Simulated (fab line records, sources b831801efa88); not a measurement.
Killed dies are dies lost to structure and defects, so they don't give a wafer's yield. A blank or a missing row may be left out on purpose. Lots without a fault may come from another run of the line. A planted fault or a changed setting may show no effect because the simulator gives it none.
fab line records | flow sky130
record lots=5 wafers=23
route steps=708 shown LDD_LDN@291 POLY_CUT@309 SD_P@322 RES_XHIGH@339 SD_N@351 LI_CONTACT@364
start_h: hours from the record's first day to the start of the lot's first wafer shown | wait_h: hours since the lot's step before | " the same as in the row above | L1.1+2: a row that stands for several wafers | - no value, or no start given | * or withheld: withheld | < > ~ a bound
route shown NAME@n: a module of which the file shows steps, and the number in the route of the first | usual: mean/standard deviation of fault-free wafers | same: alike in all rows | chamber/n: place in a boat | sites: the reading at each site | _std_site: their standard deviation | _edge_site: outer sites' mean less inner sites' | radius_mm: how far each site lies from the wafer's centre | mask NAME#n: copy n | behind: the tool/chamber that last shaped the wafer | hold: why the lot was held/for how many hours/how that ended | device: the transistor (n, p or np) that didn't switch | end of line: the same wafers' tests at the end of the route | a step without rows: its recipe alone | killed: dies lost to structure and defects at the first sort, not the wafer's yield | map: a wafer's dies, x killed, . not, _ none there
set.NAME: the setting as run; set.NAME@STEP: as run at that earlier step | model.NAME: the simulator's own value behind a step, which no gauge read
lots whose settings were changed on purpose; a table a step, a row a wafer
## steps
# step SKY_LDD_LDN_COAT_02
# recipe resist=NOVOLAK spin_rpm=3000 resist_thk_nm=1140
# columns lot.wafer tool chamber start_h wait_h set.spin_rpm model.NOVOLAK_of_LDD_LDN_COAT_02.thk_nm
L074.1 litho_track-01 0 599.57 0.1 3000 1135
L074.2 " 0 " " 3000 1140
L074.4 " 0 " " 3000 1139
L074.5 " 0 " " 3000 1141
L074.6 " 0 " " 3000 1136
L077.1 litho_track-02 0 601.77 0.1 2853 1171
L077.2 " 0 " " 3000 1143
L077.3 " 0 " " 3000 1141
L077.4 " 0 " " 2853 1172
L077.6 " 0 " " 2853 1175
L083.4 litho_track-04 0 603.08 0.1 3000 1140
L083.5+6 " 0 " " 3000 1141
L081.1 litho_track-04 0 604.20 0.1 3000 1138
L081.2 " 0 " " 3000 1139
L081.4 " 0 " " 3000 1143
L081.5 " 0 " " 3000 1140
L081.6 " 0 " " 3000 1142
L085.1 litho_track-02 0 685.23 0.1 3115 1117
L085.2 " 0 " " 3000 1142
L085.3 " 0 " " 3115 1118
L085.4 " 0 " " 3000 1137
L085.6 " 0 " " 3000 1140
# step SKY_LDD_LDN_IMPLANT_10
# recipe species=As energy_kev=15 dose_cm2=1.25e+13 tilt_deg=withheld rotation_deg=203
# columns lot.wafer tool chamber start_h wait_h set.energy_kev model.implant.drp_nm
L074.1+6 implanter-02 0 613.56 0.1 14.75 5.865
L074.2+4+5 " 0 " " 15 5.933
L077.1+3 implanter-04 0 616.51 0.1 15.83 6.151
L077.2+4+6 " 0 " " 15 5.933
L083.4+5+6 implanter-02 0 617.09 0.1 15 5.933
L081.1+2 implanter-04 0 617.64 0.1 15.45 6.052
L081.4+5+6 " 0 " " 15 5.933
L085.1+6 implanter-02 0 699.36 0.1 15.46 6.054
L085.2+3+4 " 0 " " 15 5.933
# step SKY_LDD_LDN_IMPLANT_11
# recipe species=As energy_kev=15 dose_cm2=1.25e+13 tilt_deg=withheld rotation_deg=293
# step SKY_LDD_LDN_STRIP_12
# recipe chemistry=O2/N2 power_w=1400 pressure_mtorr=1500 platen_temp_c=withheld o2_flow_sccm=3000 n2_flow_sccm=300 overash_fraction=0.5
# usual strip_time_to_endpoint_s=14.16/0.042
# columns lot.wafer tool chamber start_h wait_h set.spin_rpm@LDD_LDN_COAT_02 strip_time_to_endpoint_s
L074.1 plasma_asher-01 0 613.86 0.1 3000 14.12
L074.2 " 1 " " 3000 14.17
L074.4 " 1 " " 3000 14.18
L074.5 " 0 " " 3000 14.19
L074.6 " 1 " " 3000 14.13
L077.1 plasma_asher-03 0 616.81 0.1 2853 14.51
L077.2 " 1 " " 3000 14.23
L077.3 " 1 " " 3000 14.18
L077.4 " 0 " " 2853 14.52
L077.6 " 0 " " 2853 14.55
L083.4 plasma_asher-04 1 617.35 0.1 3000 14.17
L083.5 " 1 " " 3000 14.19
L083.6 " 0 " " 3000 14.21
L081.1 plasma_asher-04 0 617.94 0.1 3000 14.15
L081.2 " 1 " " 3000 14.16
L081.4 " 1 " " 3000 14.22
L081.5 " 1 " " 3000 14.17
L081.6 " 0 " " 3000 14.20
L085.1 plasma_asher-01 0 699.66 0.1 3115 13.92
L085.2 " 1 " " 3000 14.20
L085.3 " 0 " " 3115 13.92
L085.4 " 1 " " 3000 14.14
L085.6 " 1 " " 3000 14.17
# step SKY_POLY_CUT_COAT_02
# recipe resist=BARC temp_c=withheld time_s=withheld spin_rpm=3000 resist_thk_nm=60
# columns lot.wafer tool chamber start_h wait_h set.resist_thk_nm
L074.1+2+4+5+6 litho_track-04 0 629.56 0.1 60
L077.1+2 litho_track-02 0 633.58 0.1 60
L077.3+4+6 " 0 " " 57.05
L083.4+5+6 litho_track-03 0 633.71 0.1 60
L081.1+5 litho_track-03 0 635.74 0.1 60
L081.2+4+6 " 0 " " 58.24
L085.1+2+4 litho_track-02 0 714.33 0.1 60
L085.3+6 " 0 " " 61.05
# step SKY_POLY_CUT_EXPOSE_05
# recipe mask_id=NPCM na=0.8 source_shape=annular sigma_inner=0.55 sigma_outer=0.85 target_cd_nm=270 dose_mj=32
# columns lot.wafer tool chamber start_h wait_h mask set.dose_mj
L074.1+4+6 krf_scanner-01 0 - - NPCM#0 32
L074.2+5 " 0 " " NPCM#0 30.55
L077.1+2+3+4+6 krf_scanner-01 0 - - NPCM#0 32
L083.4+5+6 krf_scanner-01 0 - - NPCM#0 32
L081.1+2+4+5+6 krf_scanner-02 0 - - NPCM#0 32
L085.1+2+3+4+6 krf_scanner-01 0 - - NPCM#0 32
# step SKY_POLY_CUT_PEB_06
# recipe peb_temp_c=withheld peb_time_s=withheld resist=KrF-thick
# step SKY_POLY_CUT_DEVELOP_07
# recipe develop_time_s=58.81 resist=KrF-thick dev_temp_c=21
# step SKY_POLY_CUT_ETCH_10
# recipe chemistry=N2/H2 target=BARC ion_energy_ev=200 source_w=500 bias_w=100 pressure_mtorr=30 n2_flow_sccm=100 h2_flow_sccm=200 stop_on=SiO2 time_s=45.9 target_depth_a=600
# columns lot.wafer tool chamber start_h wait_h set.resist_thk_nm@POLY_CUT_COAT_02 model.etch.depth_nm
L074.1+2+4 rie_diel-01 2,3,1 643.89 0.0 60 -
L074.5 " 3 " " 60 60.12
L074.6 " 2 " " 60 60.14
L077.1 rie_diel-02 0 647.48 0.0 60 -
L077.2 " 2 " " 60 59.92
L077.3+6 " 3,0 " " 57.05 -
L077.4 " 1 " " 57.05 57.08
L083.4 rie_diel-04 1 647.63 0.0 60 59.92
L083.5 " 0 " " 60 59.9
L083.6 " 2 " " 60 60
L081.1 rie_diel-01 3 649.19 0.0 60 60.14
L081.2+4+6 " 0,1,0 " " 58.24 -
L081.5 " 1 " " 60 60.11
L085.1+4 rie_diel-04 3,2 728.62 0.0 60 -
L085.2 " 1 " " 60 59.97
L085.3 " 0 " " 61.05 -
L085.6 " 1 " " 61.05 61.09
# step SKY_SD_P_COAT_02
# recipe resist=NOVOLAK spin_rpm=3000 resist_thk_nm=1140
# columns lot.wafer tool chamber start_h wait_h set.spin_rpm model.NOVOLAK_of_SD_P_COAT_02.thk_nm
L074.1 litho_track-01 0 657.57 0.1 3109 1122
L074.2+6 " 0 " " 3109 1121
L074.4 " 0 " " 3000 1137
L074.5 " 0 " " 3000 1138
L077.1 litho_track-02 0 662.23 0.1 2794 1182
L077.2 " 0 " " 2794 1183
L077.3 " 0 " " 3000 1139
L077.4 " 0 " " 2794 1178
L077.6 " 0 " " 3000 1140
L083.4+5+6 litho_track-03 0 662.41 0.1 3000 1142
L081.1 litho_track-01 0 664.12 0.1 3000 1141
L081.2 " 0 " " 3000 1138
L081.4 " 0 " " 3000 1143
L081.5 " 0 " " 3000 1139
L081.6 " 0 " " 3000 1142
L085.1+2 litho_track-01 0 741.77 0.1 3000 1136
L085.3+4 " 0 " " 3000 1135
L085.6 " 0 " " 3000 1138
# step SKY_SD_P_SOFTBAKE_03
# recipe temp_c=90 time_s=60 resist=NOVOLAK
# step SKY_SD_P_EXPOSE_04
# recipe mask_id=PSDM na=0.6 source_shape=conventional sigma_outer=0.6 polarization=unpolarized target_cd_nm=380 dose_mj=138
# step SKY_SD_P_IMPLANT_09
# recipe species=BF2 energy_kev=20 dose_cm2=3e+15 tilt_deg=0
# step SKY_SD_P_STRIP_10
# recipe chemistry=O2/N2 power_w=1400 pressure_mtorr=1500 platen_temp_c=withheld o2_flow_sccm=3000 n2_flow_sccm=300 overash_fraction=0.5
# usual strip_time_to_endpoint_s=17.49/0.036
# columns lot.wafer tool chamber start_h wait_h set.spin_rpm@SD_P_COAT_02 strip_time_to_endpoint_s
L074.1 plasma_asher-01 0 671.73 0.1 3109 17.28
L074.2 " 1 " " 3109 17.27
L074.4 " 0 " " 3000 17.46
L074.5 " 1 " " 3000 17.48
L074.6 " 0 " " 3109 17.28
L077.1 plasma_asher-01 1 675.48 0.1 2794 17.95
L077.2 " 0 " " 2794 17.96
L077.3 " 1 " " 3000 17.48
L077.4 " 0 " " 2794 17.90
L077.6 " 0 " " 3000 17.48
L083.4 plasma_asher-04 0 675.76 0.1 3000 17.53
L083.5 " 1 " " 3000 17.52
L083.6 " 0 " " 3000 17.52
L081.1 plasma_asher-01 0 676.48 0.1 3000 17.50
L081.2 " 1 " " 3000 17.46
L081.4 " 1 " " 3000 17.54
L081.5 " 1 " " 3000 17.49
L081.6 " 0 " " 3000 17.50
L085.1 plasma_asher-02 0 756.38 0.1 3000 17.44
L085.2 " 1 " " 3000 17.44
L085.3 " 1 " " 3000 17.41
L085.4 " 0 " " 3000 17.44
L085.6 " 0 " " 3000 17.46
# step SKY_RES_XHIGH_IMPLANT_07
# recipe species=BF2 energy_kev=20 dose_cm2=3.6e+14 tilt_deg=0
# columns lot.wafer tool chamber start_h wait_h set.dose_cm2
L074.1+5+6 implanter-03 0 699.32 0.1 3.6e+14
L074.2+4 " 0 " " 3.816e+14
L077.1+4 implanter-03 0 702.52 0.3 3.532e+14
L077.2+3+6 " 0 " " 3.6e+14
L083.4+5+6 implanter-03 0 702.75 0.2 3.6e+14
L081.1+4+6 implanter-03 0 703.29 0.1 3.6e+14
L081.2+5 " 0 " " 3.769e+14
L085.1+2+3+4+6 implanter-04 0 782.04 0.1 3.6e+14
# step SKY_SD_N_IMPLANT_09
# recipe species=As energy_kev=50 dose_cm2=4e+15 tilt_deg=0
# columns lot.wafer tool chamber start_h wait_h set.energy_kev model.implant.rp_nm model.implant.drp_nm
L074.1+5 implanter-03 0 727.36 0.0 50 32.81 14.11
L074.2+4+6 " 0 " " 47.28 31.35 13.53
L077.1+2+3+4+6 implanter-03 0 729.85 0.0 50 32.06 14.11
L083.4+5+6 implanter-04 0 730.14 0.1 50 32.35 14.11
L081.1+2+4 implanter-02 0 730.36 0.0 47.77 32.72 13.64
L081.5+6 " 0 " " 50 33.95 14.11
L085.1+2+3+4+6 implanter-03 0 807.26 0.0 50 32.84 14.11
# step SKY_SD_N_IMPLANT_10
# recipe species=P energy_kev=20 dose_cm2=1e+14 tilt_deg=0
# step SKY_SD_N_STRIP_11
# recipe chemistry=O2/N2 power_w=1400 pressure_mtorr=1500 platen_temp_c=withheld o2_flow_sccm=3000 n2_flow_sccm=300 overash_fraction=0.5
# usual strip_time_to_endpoint_s=22.55/0.047
# columns lot.wafer tool chamber start_h wait_h set.energy_kev@SD_N_IMPLANT_09 strip_time_to_endpoint_s
L074.1 plasma_asher-01 1 727.66 0.1 50 22.59
L074.2 " 0 " " 47.28 22.19
L074.4 " 0 " " 47.28 22.12
L074.5 " 0 " " 50 22.53
L074.6 " 1 " " 47.28 22.15
L077.1 plasma_asher-03 1 730.15 0.1 50 22.54
L077.2 " 0 " " 50 22.49
L077.3 " 0 " " 50 22.51
L077.4 " 1 " " 50 22.42
L077.6 " 0 " " 50 22.48
L083.4 plasma_asher-01 0 730.39 0.1 50 22.61
L083.5 " 0 " " 50 22.58
L083.6 " 1 " " 50 22.55
L081.1 plasma_asher-01 0 730.66 0.1 47.77 22.20
L081.2 " 1 " " 47.77 22.24
L081.4 " 0 " " 47.77 22.23
L081.5 " 0 " " 50 22.57
L081.6 " 1 " " 50 22.54
L085.1 plasma_asher-01 0 807.56 0.1 50 22.54
L085.2 " 1 " " 50 22.53
L085.3 " 0 " " 50 22.57
L085.4 " 1 " " 50 22.54
L085.6 " 0 " " 50 22.54
# step SKY_SD_N_CLEAN_13
# recipe chemistry=SC1/SC2 mix=1:4:20 temp_c=70 time_s=150 dry=n2_spin
# step SKY_SD_N_RTA_14
# recipe temp_c=1075 time_s=2 idle_temp_c=650 ramp_up_c_per_s=150 ramp_down_c_per_s=90 ambient=N2
# step SKY_SD_N_RS_MEAS_16
# recipe thk_meas_gauge=four-point-probe
# usual SD_N_RS=68.45/0.12
# columns lot.wafer tool chamber start_h wait_h set.energy_kev@SD_N_IMPLANT_09 SD_N_RS[ohm/sq]
L074.1 film_metro-03 - 728.04 0.1 50 68.66
L074.2 " - " " 47.28 70.57
L074.4 " - " " 47.28 70.49
L074.5 " - " " 50 68.52
L074.6 " - " " 47.28 70.51
L077.1 film_metro-01 - 730.53 0.1 50 68.59
L077.2 " - " " 50 68.40
L077.3 " - " " 50 68.33
L077.4 " - " " 50 68.33
L077.6 " - " " 50 68.38
L083.4 film_metro-04 - 730.80 0.1 50 68.47
L083.5 " - " " 50 68.49
L083.6 " - " " 50 68.48
L081.1 film_metro-03 - 731.04 0.1 47.77 70.11
L081.2 " - " " 47.77 70.09
L081.4 " - " " 47.77 70.19
L081.5 " - " " 50 68.39
L081.6 " - " " 50 68.40
L085.1 film_metro-01 - 807.94 0.1 50 68.12
L085.2 " - " " 50 68.20
L085.3 " - " " 50 68.31
L085.4 " - " " 50 68.24
L085.6 " - " " 50 68.28
# step SKY_SD_N_RS_MEAS_18
# recipe thk_meas_gauge=four-point-probe
# usual RES_XHIGH_RS=333.0/1.5
# columns lot.wafer tool chamber start_h wait_h set.dose_cm2@RES_XHIGH_IMPLANT_07 RES_XHIGH_RS[ohm/sq]
L074.1 film_metro-03 - 728.28 0.1 3.6e+14 333.2
L074.2 " - " " 3.816e+14 316.2
L074.4 " - " " 3.816e+14 316.4
L074.5 " - " " 3.6e+14 332.9
L074.6 " - " " 3.6e+14 333.0
L077.1 film_metro-01 - 730.77 0.1 3.532e+14 340.2
L077.2 " - " " 3.6e+14 335.7
L077.3 " - " " 3.6e+14 335.4
L077.4 " - " " 3.532e+14 341.4
L077.6 " - " " 3.6e+14 334.6
L083.4 film_metro-04 - 731.04 0.1 3.6e+14 331.4
L083.5 " - " " 3.6e+14 331.9
L083.6 " - " " 3.6e+14 333.3
L081.1 film_metro-03 - 731.28 0.1 3.6e+14 334.1
L081.2 " - " " 3.769e+14 320.2
L081.4 " - " " 3.6e+14 333.8
L081.5 " - " " 3.769e+14 320.1
L081.6 " - " " 3.6e+14 333.8
L085.1 film_metro-01 - 808.18 0.1 3.6e+14 331.9
L085.2 " - " " 3.6e+14 330.9
L085.3 " - " " 3.6e+14 330.9
L085.4 " - " " 3.6e+14 331.9
L085.6 " - " " 3.6e+14 331.0
# step SKY_LI_CONTACT_CMP_02
# recipe material=PSG down_force_psi=4 platen_rpm=60 pad_velocity_m_s=0.94248
# columns lot.wafer tool chamber start_h wait_h set.leave_above_ref_nm model.PSG_of_LI_CONTACT_HDPCVD_00.thk_nm
L074.1 cmp-02 1 728.58 0.1 597.2 596
L074.2 " 2 " " 627.9 627.9
L074.4 " 3 " " 597.2 598.2
L074.6 " 1 " " 627.9 626.3
L074.5 " 2 " " 627.9 628.1
L077.3 cmp-02 3 731.07 0.0 597.2 597.7
L077.1 " 0 " " 620 620.2
L077.2 " 1 " " 620 620.3
L077.4 " 2 " " 597.2 597.4
L077.6 " 0 " " 620 621
L083.4 cmp-01 3 731.28 0.0 597.2 596.9
L083.5 " 3 " " 597.2 596.2
L083.6 " 0 " " 597.2 595.7
L081.2 cmp-02 2 731.58 0.0 628.7 628.6
L081.4 " 3 " " 628.7 630.1
L081.1 " 1 " " 597.2 596.9
L081.6 " 2 " " 597.2 597.8
L081.5 " 3 " " 597.2 598.7
L085.1+4 cmp-02 0,1 808.48 0.1 622.2 620.3
L085.2 " 2 " " 597.2 595.2
L085.3 " 3 " " 597.2 596.4
L085.6 " 1 " " 597.2 594.6
# step SKY_LI_CONTACT_COAT_06
# recipe resist=BARC temp_c=withheld time_s=withheld spin_rpm=3000 resist_thk_nm=60
# columns lot.wafer tool chamber start_h wait_h set.resist_thk_nm
L074.1+2+6 litho_track-02 0 742.18 0.1 60
L074.4+5 " 0 " " 56.9
L077.1+4+6 litho_track-04 0 745.66 0.1 63.05
L077.2+3 " 0 " " 60
L083.4+5+6 litho_track-03 0 746.31 0.1 60
L081.1+5 litho_track-02 0 746.38 0.1 56.8
L081.2+4+6 " 0 " " 60
L085.1+2+3+4+6 litho_track-03 0 819.49 0.1 60
# step SKY_LI_CONTACT_ETCH_14
# recipe chemistry=N2/H2 target=BARC ion_energy_ev=200 source_w=500 bias_w=100 pressure_mtorr=30 n2_flow_sccm=100 h2_flow_sccm=200 stop_on=SiO2 time_s=45.9 target_depth_a=600
# usual oes_product_au=0.856/0.0049
# columns lot.wafer tool chamber start_h wait_h set.source_w set.resist_thk_nm@LI_CONTACT_COAT_06 oes_product_au model.etch.depth_nm model.KrF-thick_of_LI_CONTACT_COAT_07.thk_nm
L074.1 rie_diel-03 3 756.74 0.0 500 60 0.870 - 391.1
L074.2 " 1 " " 500 60 0.855 - 392.4
L074.4 " 0 " " 549.1 56.9 0.829 - 387.7
L074.5 " 1 " " 549.1 56.9 0.834 57.17 388.6
L074.6 " 2 " " 549.1 60 0.862 60.19 388.3
L077.1 rie_diel-04 0 759.53 0.0 500 63.05 0.884 - 391.3
L077.2 " 2 " " 524.6 60 0.855 60.12 390.6
L077.3 " 1 " " 500 60 0.864 - 393.5
L077.4 " 1 " " 524.6 63.05 0.881 63.24 390.9
L077.6 " 0 " " 500 63.05 0.876 - 390.4
L083.4 rie_diel-01 1 759.90 0.0 500 60 0.863 60.12 394.7
L083.5 " 1 " " 500 60 0.856 60.22 394.4
L083.6 " 0 " " 500 60 0.850 60.3 395.3
L081.1 rie_diel-03 3 760.11 0.0 449.3 56.8 0.834 56.82 397.3
L081.2 " 0 " " 500 60 0.852 - 392.9
L081.4 " 1 " " 500 60 0.862 - 392.5
L081.5 " 2 " " 500 56.8 0.838 57.09 392
L081.6 " 3 " " 449.3 60 0.859 - 394.9
L085.1 rie_diel-04 1 834.99 0.0 500 60 0.853 - 394
L085.2 " 2 " " 500 60 0.858 60.19 393.7
L085.3 " 0 " " 455.8 60 0.849 - 396.6
L085.4 " 3 " " 455.8 60 0.858 - 398
L085.6 " 1 " " 500 60 0.852 60.22 394.1
# step SKY_LI_CONTACT_ETCH_15
# recipe target=PSG chemistry=C4F8/O2/Ar stop_on=Si taper_deg=4.15 mask_material=KrF-thick source_w=1500 bias_w=1200 pressure_mtorr=40 c4f8_flow_sccm=withheld O2_flow_sccm=6 Ar_flow_sccm=300 time_s=withheld target_depth_a=6000
# usual oes_product_au=0.837/0.0043
# columns lot.wafer tool chamber start_h wait_h set.leave_above_ref_nm@LI_CONTACT_CMP_02 oes_product_au model.LI_CONTACT.feature_depth_nm
L074.1 rie_diel-03 3 756.78 0.0 597.2 0.833 596
L074.2 " 1 " " 627.9 0.864 627.9
L074.4 " 0 " " 597.2 0.841 598.2
L074.5 " 1 " " 627.9 0.856 628.1
L074.6 " 2 " " 627.9 0.863 626.3
L077.1 rie_diel-04 0 759.57 0.0 620 0.856 620.2
L077.2 " 2 " " 620 0.858 620.3
L077.3 " 1 " " 597.2 0.841 597.7
L077.4 " 1 " " 597.2 0.837 597.4
L077.6 " 0 " " 620 0.855 621
L083.4 rie_diel-01 1 759.99 0.1 597.2 0.824 596.9
L083.5 " 1 " " 597.2 0.829 596.2
L083.6 " 0 " " 597.2 0.829 595.7
L081.1 rie_diel-03 3 760.15 0.0 597.2 0.840 596.9
L081.2 " 0 " " 628.7 0.867 628.6
L081.4 " 1 " " 628.7 0.862 630.1
L081.5 " 2 " " 597.2 0.837 598.7
L081.6 " 3 " " 597.2 0.832 597.8
L085.1 rie_diel-04 1 835.04 0.0 622.2 0.860 620.3
L085.2 " 2 " " 597.2 0.833 595.2
L085.3 " 0 " " 597.2 0.848 596.4
L085.4 " 3 " " 622.2 0.860 620.3
L085.6 " 1 " " 597.2 0.833 594.6
## key
split step=SKY_LDD_LDN_COAT_02 setting=spin_rpm stated=3000 by=wafer
response step=SKY_LDD_LDN_COAT_02 reading=model.NOVOLAK_of_LDD_LDN_COAT_02.thk_nm change=-6.03 per=1% r=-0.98
response step=SKY_LDD_LDN_STRIP_12 reading=strip_time_to_endpoint_s change=* per=1% r=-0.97
split step=SKY_LDD_LDN_IMPLANT_10 setting=energy_kev stated=15 by=wafer
response step=SKY_LDD_LDN_IMPLANT_10 reading=model.implant.drp_nm change=+0.0395 per=1% r=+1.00
split step=SKY_POLY_CUT_COAT_02 setting=resist_thk_nm stated=60 by=wafer
response step=SKY_POLY_CUT_ETCH_10 reading=model.etch.depth_nm change=+0.584 per=1% r=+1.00
split step=SKY_POLY_CUT_EXPOSE_05 setting=dose_mj stated=32 by=wafer
response none clear
split step=SKY_SD_P_COAT_02 setting=spin_rpm stated=3000 by=wafer
response step=SKY_SD_P_COAT_02 reading=model.NOVOLAK_of_SD_P_COAT_02.thk_nm change=-5.71 per=1% r=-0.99
response step=SKY_SD_P_STRIP_10 reading=strip_time_to_endpoint_s change=* per=1% r=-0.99
split step=SKY_RES_XHIGH_IMPLANT_07 setting=dose_cm2 stated=3.6e+14 by=wafer
response step=SKY_SD_N_RS_MEAS_18 reading=RES_XHIGH_RS change=-2.85 per=1% r=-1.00
split step=SKY_SD_N_IMPLANT_09 setting=energy_kev stated=50 by=wafer
response step=SKY_SD_N_IMPLANT_09 reading=model.implant.rp_nm change=+0.272 per=1% r=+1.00
response step=SKY_SD_N_IMPLANT_09 reading=model.implant.drp_nm change=+0.106 per=1% r=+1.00
response step=SKY_SD_N_STRIP_11 reading=strip_time_to_endpoint_s change=* per=1% r=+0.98
response step=SKY_SD_N_RS_MEAS_16 reading=SD_N_RS change=-0.369 per=1% r=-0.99
split step=SKY_LI_CONTACT_CMP_02 setting=leave_above_ref_nm stated=597.2 by=wafer
response step=SKY_LI_CONTACT_CMP_02 reading=model.PSG_of_LI_CONTACT_HDPCVD_00.thk_nm change=+5.96 per=1% r=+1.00
response step=SKY_LI_CONTACT_ETCH_15 reading=oes_product_au change=+0.005 per=1% r=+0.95
response step=SKY_LI_CONTACT_ETCH_15 reading=model.LI_CONTACT.feature_depth_nm change=+5.96 per=1% r=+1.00
split step=SKY_LI_CONTACT_COAT_06 setting=resist_thk_nm stated=60 by=wafer
response step=SKY_LI_CONTACT_ETCH_14 reading=oes_product_au change=+0.00464 per=1% r=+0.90
response step=SKY_LI_CONTACT_ETCH_14 reading=model.etch.depth_nm change=+0.6 per=1% r=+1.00
split step=SKY_LI_CONTACT_ETCH_14 setting=source_w stated=500 by=wafer
response step=SKY_LI_CONTACT_ETCH_14 reading=model.KrF-thick_of_LI_CONTACT_COAT_07.thk_nm change=-0.351 per=1% r=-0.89
